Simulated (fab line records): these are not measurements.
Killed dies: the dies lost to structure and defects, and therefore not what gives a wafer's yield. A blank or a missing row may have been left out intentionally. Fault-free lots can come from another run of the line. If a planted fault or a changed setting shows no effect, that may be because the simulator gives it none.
Struck lot and sound lot, side by side + flow sky130 + 36 steps out of a route of 708
Sound: wafers L877.1, L877.3, L877.4. The struck wafers were L889.2, L889.3, L889.6. At the end, the cause is stated.
Each step with rows lists, per side, the tool, then ch with its chambers, then its first start. Under that, the readings that differ: sound wafers + struck wafers + difference of the means + sigmas: that difference in standard deviations of wafers without a fault.
alike: readings whose means differ by less than 2 such deviations, and words and numbers that are the same on both sides. not compared: withheld readings, readings that some wafer has no value for, bounds like >300 that may hide the same value, and numbers for which the record gives no deviation and whose values overlap.
The two part at a step that has a row with sigmas, a row that says differs or no value, or rows on one side only. When numbers do not overlap yet have no deviation, they are printed without sigmas and do not part them. A reading that every wafer of one side lacks parts them only if that side has two wafers or more.

first, 10 steps without rows for these wafers: SKY_POLY_CUT_ETCH_10 (etches BARC in N2/H2, stops on SiO2, time 44.19 s, target depth 60 nm); SKY_POLY_CUT_ETCH_11 (etches Si3N4 in CF4/CH2F2/Ar, stops on poly-Si, time 42.5 s, target depth 60 nm); SKY_POLY_CUT_STRIP_12 (strips in O2/N2); SKY_SD_P_DEHYDRATE_00 (time 60 s); SKY_SD_P_HMDS_01 (prime time 60 s); SKY_SD_P_COAT_02 (resist thk 1140 nm); SKY_SD_P_SOFTBAKE_03 (time 60 s); SKY_SD_P_EXPOSE_04 (exposes mask PSDM, target cd 380 nm); SKY_SD_P_PEB_05; SKY_SD_P_DEVELOP_06 (develop time 60 s).
SKY_SD_P_IMPLANT_09:
  sound on implanter-03 ch 0, day 28 16:31; struck on implanter-03 ch 0, day 33 01:12
| reading       | sound                         | struck                      | difference | sigmas      |
|---------------|-------------------------------|-----------------------------|------------|-------------|
| beam-on-s (s) | 13.7 13.7 13.0                | 10.1 9.6 10.0               | -3.6       | -7          |
| dose-ions-cm2 | 2.997e+15 2.999e+15 2.999e+15 | 2.097e+15 2.099e+15 2.1e+15 | -8.997e+14 | -99 or more |
  alike: faraday-current-uA
SKY_SD_P_STRIP_10: strips in O2/N2.
  sound on plasma-asher-03 ch 0,1, day 28 16:40; struck on plasma-asher-01 ch 0,1, day 33 01:20
| reading                      | sound             | struck            | difference | sigmas |
|------------------------------|-------------------|-------------------|------------|--------|
| oes-product-au (a.u.)        | 0.617 0.623 0.618 | 0.630 0.636 0.637 | +0.015     | +3     |
| strip-time-to-endpoint-s (s) | 17.53 17.54 17.58 | 16.90 16.84 16.89 | -0.67      | -15    |
  alike: drypump-motor-current-A, n2-flow-sccm
  not compared: rf-hours-counter-h
SKY_SD_P_TW_MEAS_11:
  sound on film-metro-03 at day 28 16:46; struck on film-metro-04 at day 33 01:26
| reading | sound          | struck         | difference | sigmas |
|---------|----------------|----------------|------------|--------|
| SD_P_TW | 2799 2816 2795 | 2640 2627 2637 | -169       | -9     |
then, 21 steps without rows for these wafers: SKY_RES_XHIGH_DEHYDRATE_00 (time 60 s); SKY_RES_XHIGH_HMDS_01 (prime time 60 s); SKY_RES_XHIGH_COAT_02 (resist thk 1140 nm); SKY_RES_XHIGH_SOFTBAKE_03 (time 60 s); SKY_RES_XHIGH_EXPOSE_04 (exposes mask URPM, target cd 1270 nm); SKY_RES_XHIGH_PEB_05; SKY_RES_XHIGH_DEVELOP_06 (develop time 58.99 s); SKY_RES_XHIGH_IMPLANT_07; SKY_RES_XHIGH_STRIP_08 (strips in O2/N2); SKY_SD_N_DEHYDRATE_00 (time 60 s); SKY_SD_N_HMDS_01 (prime time 60 s); SKY_SD_N_COAT_02 (resist thk 1140 nm); SKY_SD_N_SOFTBAKE_03 (time 60 s); SKY_SD_N_EXPOSE_04 (exposes mask NSDM, target cd 380 nm); SKY_SD_N_PEB_05; SKY_SD_N_DEVELOP_06 (develop time 60 s); SKY_SD_N_IMPLANT_09; SKY_SD_N_IMPLANT_10; SKY_SD_N_STRIP_11 (strips in O2/N2); SKY_SD_N_CLEAN_13 (cleans in SC1/SC2, time 150 s); SKY_SD_N_RTA_14 (time 2 s).
-- the record jumps here: 2 days lie between the struck wafers' starts before and after --
SKY_SD_N_RS_MEAS_17: measurement is done with a four-point probe.
  sound on film-metro-04 at day 31 01:10; struck on film-metro-03 at day 35 06:08
| reading          | sound             | struck            | difference | sigmas |
|------------------|-------------------|-------------------|------------|--------|
| SD_P_RS (ohm/sq) | 146.9 146.7 146.8 | 153.0 152.5 152.9 | +6.0       | +15    |
-- record jumps: 15 days separate the struck wafers' starts on either side; left off in module SD_N, taken up again in module PAD_OPEN, whose first shown step is the route's number 708 --
SKY_PAD_OPEN_PROBE_99:
  sound on prober-02 at day 48 02:12; struck on prober-01 at day 50 16:28
| reading                             | sound             | struck            | difference | sigmas |
|-------------------------------------|-------------------|-------------------|------------|--------|
| killed-at-contacts                  | 27 37 29          | 19 12 28          | -11        | -2     |
| model.etest.licon-high-po.rc-ohm    | 351.2 356.8 346   | 606 607.6 581.5   | +247       |        |
| model.etest.res-high-po.line-ohm-um | 727.1 761.7 756.9 | 966.8 998.7 977.9 | +232.6     |        |
| model.etest.res-pdiff.line-ohm-um   | 1364 1417 1410    | 1485 1486 1490    | +90        |        |
| model.etest.pfet_01v8.r-on-ohm-um   | 2913 2900 2902    | 3072 3056 2981    | +131       |        |
| model.etest.res-high-po.rs-ohm-sq   | 253.5 263.5 261.3 | 339.8 353.4 342.7 | +85.9      |        |
| model.etest.licon-pdiff.rc-ohm      | 618.8 593.1 585   | 692.2 661.5 645.6 | +67.5      |        |
| model.etest.res-pdiff-hv.rs-ohm-sq  | 192 192.4 191.3   | 211.8 211.6 210.9 | +19.5      |        |
| model.etest.res-pdiff.rs-ohm-sq     | 195.7 196.2 194.9 | 216.4 216 214.1   | +19.9      |        |
  alike: killed_at_M0_to_M3, killed_at_M4_up, killed-at-front-end, killed-at-other, killed-dies, killed-open, killed-short

WHERE THEY PART
At SKY_SD_P_IMPLANT_09 first; at SKY_PAD_OPEN_PROBE_99 last (within this record only).

WHY: the cause the simulator had injected
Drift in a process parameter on implanter-03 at SKY_SD_P_IMPLANT_09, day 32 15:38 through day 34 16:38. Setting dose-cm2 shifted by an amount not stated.
